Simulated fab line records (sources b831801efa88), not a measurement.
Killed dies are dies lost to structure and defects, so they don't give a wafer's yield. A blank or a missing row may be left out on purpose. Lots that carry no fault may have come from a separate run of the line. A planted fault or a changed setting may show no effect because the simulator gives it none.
Chamber matching ; flow sky130 ; SKY_VIA4_ETCH_12 on rie diel-01 has 4 sister chambers
The step etches SiO2 in C4F8/O2/Ar, stops on TiN, target depth 580 nm. 4 wafers are shown with their chamber, then 8 later ones without.

== WAFERS, EACH WITH ITS CHAMBER ==
wafer;chamber;oes product au (a.u.)
L082.1;2;0.921
L086.2;0;0.922
L086.5;1;0.929
L088.1;3;0.927

== WAFERS WITH NO CHAMBER GIVEN ==
wafer;oes product au (a.u.)
L088.2;0.930
L088.3;0.930
L088.4;0.921
L088.5;0.928
L088.6;0.928
L092.1;0.933
L092.4;0.935
L092.5;0.931

== CHAMBER TAKEN BY EACH ==
wafer;from the rows above;in truth
L088.2;can't be placed: 1 or 3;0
L088.3;can't be placed: 1 or 3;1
L088.4;can't be placed: 2 or 0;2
L088.5;can't be placed: 1 or 3 or 0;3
L088.6;can't be placed: 1 or 3 or 0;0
L092.1;can't be placed: 1 or 3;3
L092.4;can't be placed: 1 or 3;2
L092.5;can't be placed: 1 or 3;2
Correctly placed: 0 of 8. From these rows, 8 cannot be placed; in 5 the true chamber is one of the candidates. Number placed wrongly: 0.
How it was worked out, from the rows above alone: a wafer's distance from a chamber is the root of the sum, over the readings, of the square of ((its reading less the chamber's mean) divided by the reading's scatter). If the next closest chamber is less than 2 further off than the closest, the wafer can't be placed; otherwise it belongs to the closest. Each chamber's mean is taken over the wafers shown for it. The scatter (one wafer shown for each chamber): square how far every hidden wafer sits from the nearest shown wafer, average those squares and take the square root.
